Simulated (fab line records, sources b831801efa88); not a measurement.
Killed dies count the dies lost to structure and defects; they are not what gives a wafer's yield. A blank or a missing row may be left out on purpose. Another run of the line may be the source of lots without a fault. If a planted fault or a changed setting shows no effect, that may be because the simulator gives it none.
Which tool was responsible? + flow gf180mcu + 14 lots with 42 wafers sampled at 5 steps, on a route of 602 steps

WHAT THE GAUGES READ, wafer by wafer
GF_HV_LDD_OVL_MEAS_08.
| lot  | measured     | on         | HV_LDD_OVL (nm) |
|------|--------------|------------|-----------------|
| L217 | day 10 02:47 | overlay-02 | -2.2 0.1 -1.7   |
| L218 | day 10 19:35 | overlay-02 | -2.0 -1.8 -1.5  |
| L219 | day 11 10:44 | overlay-01 | -2.4 -1.1 -1.3  |
| L221 | day 11 16:19 | overlay-02 | -1.8 -1.9 -0.1  |
| L223 | day 12 10:02 | overlay-01 | 1.6 0.1 1.5     |
| L225 | day 13 00:01 | overlay-02 | -2.9 -1.8 -2.4  |
| L226 | day 13 02:33 | overlay-02 | 1.9 -1.4 -0.8   |
| L227 | day 13 02:46 | overlay-02 | 1.7 1.9 1.8     |
| L228 | day 13 10:44 | overlay-02 | -2.1 -0.2 -0.8  |
| L229 | day 14 01:05 | overlay-02 | -1.2 0.5 0.5    |
| L232 | day 14 22:08 | overlay-01 | 0.5 0.2 -0.7    |
| L234 | day 15 08:26 | overlay-02 | -2.6 0.5 0.1    |
| L239 | day 17 04:50 | overlay-02 | -3.5 -3.8 -3.7  |
| L240 | day 17 13:17 | overlay-02 | -2.1 -3.7 -2.4  |

GF_HV_LDD_OVL_MEAS_32.
| lot  | measured     | on         | HV_LDD_02_OVL (nm) |
|------|--------------|------------|--------------------|
| L217 | day 11 16:20 | overlay-01 | -0.6 0.9 -0.9      |
| L218 | day 12 09:44 | overlay-02 | 0.2 1.4 2.1        |
| L219 | day 13 01:29 | overlay-02 | -2.3 -2.1 -0.8     |
| L221 | day 13 07:10 | overlay-02 | -0.2 -1.4 -1.3     |
| L223 | day 14 02:16 | overlay-01 | 1.2 -1.5 0.7       |
| L225 | day 14 18:35 | overlay-02 | -1.2 -1.7 0.0      |
| L226 | day 14 20:41 | overlay-02 | 0.0 -1.9 -0.9      |
| L227 | day 14 21:29 | overlay-01 | 0.0 -0.3 -2.6      |
| L228 | day 15 05:44 | overlay-02 | -1.0 -1.7 -1.6     |
| L229 | day 15 21:20 | overlay-01 | 0.0 -0.9 -1.4      |
| L232 | day 16 20:05 | overlay-02 | -1.5 -0.9 -0.5     |
| L234 | day 17 06:08 | overlay-02 | 2.1 -0.8 -0.7      |
| L239 | day 19 05:44 | overlay-02 | 0.9 1.0 2.2        |
| L240 | day 19 14:50 | overlay-01 | -1.4 1.1 -1.8      |

GF_HV_LDD_TW_MEAS_50.
| lot  | measured     | on            | HV_LDD_4_TW |
|------|--------------|---------------|-------------|
| L217 | day 12 12:59 | film metro-03 | 567 567 565 |
| L218 | day 13 06:07 | film metro-03 | 561 565 564 |
| L219 | day 13 23:22 | film metro-03 | 562 562 563 |
| L221 | day 14 05:55 | film metro-04 | 575 573 572 |
| L223 | day 15 00:35 | film metro-01 | 577 579 578 |
| L225 | day 15 18:46 | film metro-03 | 557 559 557 |
| L226 | day 15 20:22 | film metro-04 | 579 573 577 |
| L227 | day 15 20:39 | film metro-04 | 574 581 576 |
| L228 | day 16 05:26 | film metro-03 | 565 562 560 |
| L229 | day 16 21:16 | film metro-01 | 575 574 575 |
| L232 | day 17 20:20 | film metro-04 | 579 578 576 |
| L234 | day 18 07:14 | film metro-04 | 575 573 574 |
| L239 | day 20 07:05 | film metro-03 | 885 885 885 |
| L240 | day 20 16:36 | film metro-04 | 893 899 894 |

GF_HV_LDD_THK_MEAS_55.
| lot  | measured     | on            | HV_LDD_CVD_54_THK (nm) |
|------|--------------|---------------|------------------------|
| L217 | day 12 14:18 | film metro-04 | 10.13 10.14 10.09      |
| L218 | day 13 07:26 | film metro-01 | 10.04 10.26 10.14      |
| L219 | day 14 00:41 | film metro-04 | 9.77 9.85 9.73         |
| L221 | day 14 07:14 | film metro-01 | 9.99 10.09 10.10       |
| L223 | day 15 01:55 | film metro-04 | 10.16 10.05 10.02      |
| L225 | day 15 20:05 | film metro-01 | 9.90 9.80 9.77         |
| L226 | day 15 23:41 | film metro-04 | 10.06 10.09 10.14      |
| L227 | day 15 23:40 | film metro-03 | 10.29 10.39 10.34      |
| L228 | day 16 06:46 | film metro-04 | 10.14 9.95 10.05       |
| L229 | day 16 22:35 | film metro-04 | 9.97 9.89 9.96         |
| L232 | day 17 21:40 | film metro-01 | 9.91 9.90 9.95         |
| L234 | day 18 08:35 | film metro-01 | 9.96 9.89 9.91         |
| L239 | day 20 08:24 | film metro-04 | 9.96 9.96 9.91         |
| L240 | day 20 17:55 | film metro-03 | 10.18 10.23 10.25      |

TOOL THAT RAN EACH LOT (tool first, then ch and the chambers of the sampled wafers, then the start)
| lot  | GF_HV_LDD_IMPLANT_48            |
|------|---------------------------------|
| L217 | implanter-01 ch 0, day 12 12:44 |
| L218 | implanter-02 ch 0, day 13 05:52 |
| L219 | implanter-01 ch 0, day 13 23:07 |
| L221 | implanter-04 ch 0, day 14 05:40 |
| L223 | implanter-04 ch 0, day 15 00:20 |
| L225 | implanter-04 ch 0, day 15 18:31 |
| L226 | implanter-01 ch 0, day 15 20:10 |
| L227 | implanter-04 ch 0, day 15 20:25 |
| L228 | implanter-01 ch 0, day 16 05:10 |
| L229 | implanter-04 ch 0, day 16 21:01 |
| L232 | implanter-02 ch 0, day 17 20:05 |
| L234 | implanter-01 ch 0, day 18 06:59 |
| L239 | implanter-04 ch 0, day 20 06:52 |
| L240 | implanter-04 ch 0, day 20 16:22 |
- GF_HV_LDD_IMPLANT_48

AS READ BY THE TOOLS THEMSELVES (means over the sampled wafers that have a number; for cases with no such wafer, the mark the record gives instead)
GF_HV_LDD_IMPLANT_48.
| lot  | tool         | end station pressure torr (Torr) | tilt deg (degrees) |
|------|--------------|----------------------------------|--------------------|
| L217 | implanter-01 | 5.50e-06                         | 6.982              |
| L218 | implanter-02 | 5.12e-06                         | 6.994              |
| L219 | implanter-01 | 5.39e-06                         | 6.981              |
| L221 | implanter-04 | 4.82e-06                         | 7.019              |
| L223 | implanter-04 | 5.06e-06                         | 7.041              |
| L225 | implanter-04 | 4.98e-06                         | 7.006              |
| L226 | implanter-01 | 5.07e-06                         | 6.992              |
| L227 | implanter-04 | 5.03e-06                         | 7.028              |
| L228 | implanter-01 | 5.11e-06                         | 6.987              |
| L229 | implanter-04 | 5.15e-06                         | 7.004              |
| L232 | implanter-02 | 5.33e-06                         | 6.999              |
| L234 | implanter-01 | 5.18e-06                         | 7.006              |
| L239 | implanter-04 | 4.97e-06                         | 7.014              |
| L240 | implanter-04 | 5.11e-06                         | 7.013              |

THE ANSWER, worked out from the rows above alone
Rule: usual is defined by the lots themselves. The widest of any qualifying gaps counts: lots, ordered by their means at a reading, are off when they make up no more than a third of the lots, leave a main group of 4 or more, and stand apart from it by 3 or more times the standard deviation of that group's means. A main group is skipped when, at the precision printed for the reading in the tables above, its means are all equal. A lot without any number at a reading at which 4 lots or more have one is off too. The other lots that the step has rows for count as sound. First the gauges in route order, then the tools' own readings, where a lot's mean is used as printed above. At the first step where some lot is off, the reading lying furthest off is the one used; lots without a number count as furthest.
Off: L239, L240, seen at GF_HV_LDD_TW_MEAS_50 (HV_LDD_4_TW). For the main group the mean is 570 and the standard deviation 7.
If a tool, at a process step before that reading, ran all the lots that are off and no sound lot after the first of them, it fits. Those tools and the gauges at GF_HV_LDD_TW_MEAS_50 are tried in the same way. One fits: GF_HV_LDD_IMPLANT_48 on implanter-04. A fault onset in the window from L229 (day 16 21:01, its last sound lot) to L239 (day 20 06:52, its first lot off) fits.

WHAT THE SIMULATOR HAD INSERTED
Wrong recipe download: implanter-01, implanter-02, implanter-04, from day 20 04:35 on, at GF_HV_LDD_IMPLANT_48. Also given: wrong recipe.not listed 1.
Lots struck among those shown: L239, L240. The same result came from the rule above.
